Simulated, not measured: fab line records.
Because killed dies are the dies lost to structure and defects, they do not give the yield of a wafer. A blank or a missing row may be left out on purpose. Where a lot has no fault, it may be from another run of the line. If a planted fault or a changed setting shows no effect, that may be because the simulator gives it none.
Which tool is to blame? :: flow sky130 :: 11 lots, 33 wafers sampled, at 5 steps of a route of 708

WHAT EACH GAUGE READ, for each wafer
The record lacks any reading of a measuring or inspecting step that a usual standard deviation could be used to judge.

WHAT TOOL EACH LOT RAN ON (gives the tool, then ch and the chambers of the sampled wafers, and finally the start)
lot: L189
SKY_VT_ADJUST_LVTN_STRIP_20: plasma-asher-01 ch 0,1, day 8 08:00
SKY_POLY_GATE_STRIP_18: plasma-asher-02 ch 0,1, day 16 19:50
SKY_LDD_N_STRIP_16: plasma-asher-01 ch 0,1, day 18 06:29
SKY_VIA2_SPUTTER_20: pvd-sputter-01, day 36 18:47
SKY_PAD_OPEN_PROBE_99: -

lot: L190
SKY_VT_ADJUST_LVTN_STRIP_20: plasma-asher-03 ch 0,1, day 8 15:49
SKY_POLY_GATE_STRIP_18: plasma-asher-04 ch 0,1, day 17 11:44
SKY_LDD_N_STRIP_16: plasma-asher-03 ch 0,1, day 18 21:07
SKY_VIA2_SPUTTER_20: pvd-sputter-01, day 37 07:29
SKY_PAD_OPEN_PROBE_99: -

lot: L191
SKY_VT_ADJUST_LVTN_STRIP_20: plasma-asher-03 ch 1, day 9 05:43
SKY_POLY_GATE_STRIP_18: plasma-asher-03 ch 0, day 19 04:41
SKY_LDD_N_STRIP_16: plasma-asher-03 ch 1, day 20 14:37
SKY_VIA2_SPUTTER_20: pvd-sputter-04, day 38 20:08
SKY_PAD_OPEN_PROBE_99: prober-02, day 47 17:29

lot: L192
SKY_VT_ADJUST_LVTN_STRIP_20: plasma-asher-01 ch 0,1, day 9 11:42
SKY_POLY_GATE_STRIP_18: plasma-asher-04 ch 0, day 19 04:20
SKY_LDD_N_STRIP_16: plasma-asher-02 ch 0,1, day 20 14:09
SKY_VIA2_SPUTTER_20: pvd-sputter-04, day 38 16:28
SKY_PAD_OPEN_PROBE_99: -

lot: L193
SKY_VT_ADJUST_LVTN_STRIP_20: plasma-asher-02 ch 0,1, day 9 14:42
SKY_POLY_GATE_STRIP_18: plasma-asher-02 ch 0,1, day 19 04:45
SKY_LDD_N_STRIP_16: plasma-asher-02 ch 0,1, day 20 15:14
SKY_VIA2_SPUTTER_20: pvd-sputter-04, day 38 18:26
SKY_PAD_OPEN_PROBE_99: -

lot: L194
SKY_VT_ADJUST_LVTN_STRIP_20: plasma-asher-01 ch 0,1, day 9 19:39
SKY_POLY_GATE_STRIP_18: plasma-asher-04 ch 0,1, day 19 05:02
SKY_LDD_N_STRIP_16: plasma-asher-01 ch 0,1, day 20 15:34
SKY_VIA2_SPUTTER_20: pvd-sputter-04, day 38 23:04
SKY_PAD_OPEN_PROBE_99: prober-01, day 47 18:12

lot: L195
SKY_VT_ADJUST_LVTN_STRIP_20: plasma-asher-03 ch 0,1, day 10 04:05
SKY_POLY_GATE_STRIP_18: plasma-asher-03 ch 0,1, day 19 16:40
SKY_LDD_N_STRIP_16: plasma-asher-02 ch 0, day 21 02:39
SKY_VIA2_SPUTTER_20: pvd-sputter-01, day 39 03:43
SKY_PAD_OPEN_PROBE_99: prober-02, day 47 22:47

lot: L204
SKY_VT_ADJUST_LVTN_STRIP_20: plasma-asher-03 ch 0,1, day 12 14:57
SKY_POLY_GATE_STRIP_18: plasma-asher-02 ch 0,1, day 22 18:02
SKY_LDD_N_STRIP_16: plasma-asher-02 ch 0,1, day 24 02:10
SKY_VIA2_SPUTTER_20: pvd-sputter-04, day 41 12:34
SKY_PAD_OPEN_PROBE_99: -

lot: L203
SKY_VT_ADJUST_LVTN_STRIP_20: plasma-asher-03 ch 0,1, day 12 15:31
SKY_POLY_GATE_STRIP_18: plasma-asher-04 ch 0,1, day 22 14:26
SKY_LDD_N_STRIP_16: plasma-asher-03 ch 0,1, day 23 23:25
SKY_VIA2_SPUTTER_20: pvd-sputter-03, day 41 10:02
SKY_PAD_OPEN_PROBE_99: -

lot: L207
SKY_VT_ADJUST_LVTN_STRIP_20: plasma-asher-03 ch 0,1, day 13 11:48
SKY_POLY_GATE_STRIP_18: plasma-asher-03 ch 0,1, day 23 16:45
SKY_LDD_N_STRIP_16: plasma-asher-03 ch 0,1, day 25 01:13
SKY_VIA2_SPUTTER_20: pvd-sputter-04, day 42 05:01
SKY_PAD_OPEN_PROBE_99: -

lot: L208
SKY_VT_ADJUST_LVTN_STRIP_20: plasma-asher-03 ch 1, day 13 18:02
SKY_POLY_GATE_STRIP_18: plasma-asher-02 ch 1, day 24 03:05
SKY_LDD_N_STRIP_16: plasma-asher-03 ch 0,1, day 25 10:57
SKY_VIA2_SPUTTER_20: pvd-sputter-04, day 42 16:31
SKY_PAD_OPEN_PROBE_99: -
- SKY_VT_ADJUST_LVTN_STRIP_20: strips in O2/N2.
- SKY_POLY_GATE_STRIP_18: strips in O2/N2.
- SKY_LDD_N_STRIP_16: strips in O2/N2.
- SKY_VIA2_SPUTTER_20: material TiN, target thk 20 nm, time 80 s.
- SKY_PAD_OPEN_PROBE_99

AS READ BY THE TOOLS THEMSELVES (means over the sampled wafers that have a number; for cases with no such wafer, the mark the record gives instead)
SKY_VT_ADJUST_LVTN_STRIP_20. Usual: drypump-motor-current-A 5.9 A, standard deviation 0.39; o2-flow-sccm 3002 sccm, standard deviation 13; oes-product-au 0.716 a.u., standard deviation 0.0042; strip-time-to-endpoint-s 14.20 s, standard deviation 0.038.
lot: L189
tool: plasma-asher-01
drypump-motor-current-A (A): 6.0
o2-flow-sccm (sccm): 3007
oes-product-au (a.u.): 0.716
strip-time-to-endpoint-s (s): 14.22
flag: 

lot: L190
tool: plasma-asher-03
drypump-motor-current-A (A): 6.0
o2-flow-sccm (sccm): 3002
oes-product-au (a.u.): 0.716
strip-time-to-endpoint-s (s): 14.24
flag: 

lot: L191
tool: plasma-asher-03
drypump-motor-current-A (A): 6.0
o2-flow-sccm (sccm): 3004
oes-product-au (a.u.): 0.717
strip-time-to-endpoint-s (s): 14.17
flag: 

lot: L192
tool: plasma-asher-01
drypump-motor-current-A (A): 6.0
o2-flow-sccm (sccm): 3005
oes-product-au (a.u.): 0.714
strip-time-to-endpoint-s (s): 14.24
flag: 

lot: L193
tool: plasma-asher-02
drypump-motor-current-A (A): 5.3
o2-flow-sccm (sccm): 3006
oes-product-au (a.u.): 0.713
strip-time-to-endpoint-s (s): 14.20
flag: 

lot: L194
tool: plasma-asher-01
drypump-motor-current-A (A): 6.2
o2-flow-sccm (sccm): 3003
oes-product-au (a.u.): 0.717
strip-time-to-endpoint-s (s): 14.29
flag: 

lot: L195
tool: plasma-asher-03
drypump-motor-current-A (A): 6.0
o2-flow-sccm (sccm): 2998
oes-product-au (a.u.): 0.717
strip-time-to-endpoint-s (s): 14.21
flag: 

lot: L204
tool: plasma-asher-03
drypump-motor-current-A (A): 6.0
o2-flow-sccm (sccm): 3001
oes-product-au (a.u.): 0.716
strip-time-to-endpoint-s (s): 14.19
flag: 

lot: L203
tool: plasma-asher-03
drypump-motor-current-A (A): 6.0
o2-flow-sccm (sccm): 2997
oes-product-au (a.u.): 0.716
strip-time-to-endpoint-s (s): 14.16
flag: 

lot: L207
tool: plasma-asher-03
drypump-motor-current-A (A): 6.0
o2-flow-sccm (sccm): 2996
oes-product-au (a.u.): 0.717
strip-time-to-endpoint-s (s): 14.13
flag: 

lot: L208
tool: plasma-asher-03
drypump-motor-current-A (A): 6.0
o2-flow-sccm (sccm): 3005
oes-product-au (a.u.): 0.714
strip-time-to-endpoint-s (s): 14.20
flag: 

SKY_POLY_GATE_STRIP_18. Usual: drypump-motor-current-A 5.7 A, standard deviation 0.4; o2-flow-sccm 3000 sccm, standard deviation 8.5; oes-product-au 0.361 a.u., standard deviation 0.0042; strip-time-to-endpoint-s 3.145 s, standard deviation 0.022.
lot: L189
tool: plasma-asher-02
drypump-motor-current-A (A): 5.3
o2-flow-sccm (sccm): 3008
oes-product-au (a.u.): 0.361
strip-time-to-endpoint-s (s): 3.135
flag: 

lot: L190
tool: plasma-asher-04
drypump-motor-current-A (A): 5.6
o2-flow-sccm (sccm): 3002
oes-product-au (a.u.): 0.363
strip-time-to-endpoint-s (s): 3.148
flag: 

lot: L191
tool: plasma-asher-03
drypump-motor-current-A (A): 6.0
o2-flow-sccm (sccm): 2995
oes-product-au (a.u.): 0.358
strip-time-to-endpoint-s (s): 3.148
flag: 

lot: L192
tool: plasma-asher-04
drypump-motor-current-A (A): 6.3
o2-flow-sccm (sccm): 3007
oes-product-au (a.u.): 0.360
strip-time-to-endpoint-s (s): 3.131
flag: 

lot: L193
tool: plasma-asher-02
drypump-motor-current-A (A): 5.4
o2-flow-sccm (sccm): 3001
oes-product-au (a.u.): 0.359
strip-time-to-endpoint-s (s): 3.143
flag: 

lot: L194
tool: plasma-asher-04
drypump-motor-current-A (A): 5.9
o2-flow-sccm (sccm): 3003
oes-product-au (a.u.): 0.362
strip-time-to-endpoint-s (s): 3.118
flag: 

lot: L195
tool: plasma-asher-03
drypump-motor-current-A (A): 6.0
o2-flow-sccm (sccm): 2996
oes-product-au (a.u.): 0.360
strip-time-to-endpoint-s (s): 3.135
flag: 

lot: L204
tool: plasma-asher-02
drypump-motor-current-A (A): 5.3
o2-flow-sccm (sccm): 3001
oes-product-au (a.u.): 0.356
strip-time-to-endpoint-s (s): 3.149
flag: 

lot: L203
tool: plasma-asher-04
drypump-motor-current-A (A): 5.5
o2-flow-sccm (sccm): 2999
oes-product-au (a.u.): 0.364
strip-time-to-endpoint-s (s): 3.169
flag: 

lot: L207
tool: plasma-asher-03
drypump-motor-current-A (A): 6.0
o2-flow-sccm (sccm): 2996
oes-product-au (a.u.): 0.358
strip-time-to-endpoint-s (s): 3.142
flag: 

lot: L208
tool: plasma-asher-02
drypump-motor-current-A (A): 5.5
o2-flow-sccm (sccm): 2997
oes-product-au (a.u.): 0.363
strip-time-to-endpoint-s (s): 3.123
flag: 

SKY_LDD_N_STRIP_16. Usual: drypump-motor-current-A 5.8 A, standard deviation 0.38; o2-flow-sccm 3000 sccm, standard deviation 8; oes-product-au 0.406 a.u., standard deviation 0.0046; strip-time-to-endpoint-s 4.313 s, standard deviation 0.019.
lot: L189
tool: plasma-asher-01
drypump-motor-current-A (A): 6.2
o2-flow-sccm (sccm): 3000
oes-product-au (a.u.): 0.406
strip-time-to-endpoint-s (s): 4.305
flag: 

lot: L190
tool: plasma-asher-03
drypump-motor-current-A (A): 6.0
o2-flow-sccm (sccm): 3006
oes-product-au (a.u.): 0.411
strip-time-to-endpoint-s (s): 4.318
flag: 

lot: L191
tool: plasma-asher-03
drypump-motor-current-A (A): 6.0
o2-flow-sccm (sccm): 2991
oes-product-au (a.u.): 0.404
strip-time-to-endpoint-s (s): 4.303
flag: 

lot: L192
tool: plasma-asher-02
drypump-motor-current-A (A): 5.4
o2-flow-sccm (sccm): 2999
oes-product-au (a.u.): 0.406
strip-time-to-endpoint-s (s): 4.334
flag: 

lot: L193
tool: plasma-asher-02
drypump-motor-current-A (A): 5.3
o2-flow-sccm (sccm): 2991
oes-product-au (a.u.): 0.411
strip-time-to-endpoint-s (s): 4.281
flag: 

lot: L194
tool: plasma-asher-01
drypump-motor-current-A (A): 6.0
o2-flow-sccm (sccm): 2999
oes-product-au (a.u.): 0.404
strip-time-to-endpoint-s (s): 4.306
flag: 

lot: L195
tool: plasma-asher-02
drypump-motor-current-A (A): 5.2
o2-flow-sccm (sccm): 3017
oes-product-au (a.u.): 0.405
strip-time-to-endpoint-s (s): 4.321
flag: 

lot: L204
tool: plasma-asher-02
drypump-motor-current-A (A): 5.4
o2-flow-sccm (sccm): 3009
oes-product-au (a.u.): 0.407
strip-time-to-endpoint-s (s): 4.307
flag: 

lot: L203
tool: plasma-asher-03
drypump-motor-current-A (A): 6.0
o2-flow-sccm (sccm): 2998
oes-product-au (a.u.): 0.405
strip-time-to-endpoint-s (s): 4.350
flag: 

lot: L207
tool: plasma-asher-03
drypump-motor-current-A (A): 6.0
o2-flow-sccm (sccm): 3002
oes-product-au (a.u.): 0.401
strip-time-to-endpoint-s (s): 4.294
flag: 

lot: L208
tool: plasma-asher-03
drypump-motor-current-A (A): 6.0
o2-flow-sccm (sccm): 3003
oes-product-au (a.u.): 0.405
strip-time-to-endpoint-s (s): 4.343
flag: 

SKY_VIA2_SPUTTER_20. Usual: cathode-dc-power-W 4000.0 W, standard deviation 0.7; chamber-pressure-pa 5.000 Pa, standard deviation 0.0097; throttle-valve-pct 30.2 %, standard deviation 1.5.
lot: L189
tool: pvd-sputter-01
cathode-dc-power-W (W): 3999.9
chamber-pressure-pa (Pa): 5.005
throttle-valve-pct (%): 30.6
flag: 

lot: L190
tool: pvd-sputter-01
cathode-dc-power-W (W): 4000.5
chamber-pressure-pa (Pa): 5.007
throttle-valve-pct (%): 29.0
flag: 

lot: L191
tool: pvd-sputter-04
cathode-dc-power-W (W): -
chamber-pressure-pa (Pa): -
throttle-valve-pct (%): -
flag: OFF

lot: L192
tool: pvd-sputter-04
cathode-dc-power-W (W): 3999.9
chamber-pressure-pa (Pa): 5.000
throttle-valve-pct (%): 29.8
flag: 

lot: L193
tool: pvd-sputter-04
cathode-dc-power-W (W): 3999.3
chamber-pressure-pa (Pa): 5.003
throttle-valve-pct (%): 31.2
flag: 

lot: L194
tool: pvd-sputter-04
cathode-dc-power-W (W): -
chamber-pressure-pa (Pa): -
throttle-valve-pct (%): -
flag: OFF

lot: L195
tool: pvd-sputter-01
cathode-dc-power-W (W): -
chamber-pressure-pa (Pa): -
throttle-valve-pct (%): -
flag: OFF

lot: L204
tool: pvd-sputter-04
cathode-dc-power-W (W): 4000.6
chamber-pressure-pa (Pa): 5.004
throttle-valve-pct (%): 31.4
flag: 

lot: L203
tool: pvd-sputter-03
cathode-dc-power-W (W): 3999.6
chamber-pressure-pa (Pa): 5.002
throttle-valve-pct (%): 30.7
flag: 

lot: L207
tool: pvd-sputter-04
cathode-dc-power-W (W): 4000.6
chamber-pressure-pa (Pa): 5.001
throttle-valve-pct (%): 30.5
flag: 

lot: L208
tool: pvd-sputter-04
cathode-dc-power-W (W): 3999.3
chamber-pressure-pa (Pa): 4.993
throttle-valve-pct (%): 29.7
flag: 

SKY_PAD_OPEN_PROBE_99. Usual: defect-limited-yield 82.5 %, standard deviation 1.9; killed_at_M0_to_M3 44, standard deviation 6.4; killed_at_M4_up 3.4, standard deviation 2.1; killed-at-contacts 23, standard deviation 5; killed-at-front-end 15, standard deviation 4.5; killed-at-other 0.3, standard deviation 0.54; killed-dies 86, standard deviation 9.5; killed-on-rim 17, standard deviation 3.9; killed-open 48, standard deviation 6.9; killed-short 38, standard deviation 5.9; sort_bin_3_pad_short 0.8 %, standard deviation 0.44; sort_bin_5_function 10.5 %, standard deviation 1.6; sort_bin_6_memory 6.1 %, standard deviation 1.1; sort-n-pass 406, standard deviation 9.5; sort-yield-pct 82.5 %, standard deviation 1.9.
lot: L191
tool: prober-02
defect-limited-yield (%): 0.0
killed_at_M0_to_M3: 450
killed_at_M4_up: 3.7
killed-at-contacts: 22
killed-at-front-end: 16
killed-at-other: 0.0
killed-dies: 492
killed-on-rim: 96
killed-open: 43
killed-short: 39
sort_bin_3_pad_short (%): 0.5
sort_bin_5_function (%): 93.7
sort_bin_6_memory (%): 5.8
sort-n-pass: 0
sort-yield-pct (%): 0.0
flag: OFF

lot: L194
tool: prober-01
defect-limited-yield (%): 0.0
killed_at_M0_to_M3: 454
killed_at_M4_up: 2.0
killed-at-contacts: 24
killed-at-front-end: 12
killed-at-other: 0.3
killed-dies: 492
killed-on-rim: 96
killed-open: 42
killed-short: 41
sort_bin_3_pad_short (%): 1.5
sort_bin_5_function (%): 93.2
sort_bin_6_memory (%): 5.4
sort-n-pass: 0
sort-yield-pct (%): 0.0
flag: OFF

lot: L195
tool: prober-02
defect-limited-yield (%): 0.0
killed_at_M0_to_M3: 451
killed_at_M4_up: 1.3
killed-at-contacts: 26
killed-at-front-end: 14
killed-at-other: 0.0
killed-dies: 492
killed-on-rim: 96
killed-open: 45
killed-short: 34
sort_bin_3_pad_short (%): 1.0
sort_bin_5_function (%): 92.6
sort_bin_6_memory (%): 6.4
sort-n-pass: 0
sort-yield-pct (%): 0.0
flag: OFF

THE ANSWER, worked out from the rows above alone
Rule: take the mean of a lot's wafers that have a number; if it is more than 3 standard deviations from the usual mean, the lot is off. Also off: a lot with no number at a reading for which 4 or more lots have one. The other lots that the step has rows for count as sound. The gauges are gone through in route order, then the tools' own readings, and for those a lot's mean is taken as printed above. The first step at which some lot is off is used, and at that step the reading that is off furthest; a lot without a number counts as furthest.
Off, at SKY_VIA2_SPUTTER_20 on cathode-dc-power-W: L191, L194, L195. Without a number there: L191, L194, L195.
If a tool, at that step or one of the process steps before it, ran each lot that is off and ran no sound lot following the first of them, it fits. None of those tried fits.

WHAT THE SIMULATOR HAD INSERTED
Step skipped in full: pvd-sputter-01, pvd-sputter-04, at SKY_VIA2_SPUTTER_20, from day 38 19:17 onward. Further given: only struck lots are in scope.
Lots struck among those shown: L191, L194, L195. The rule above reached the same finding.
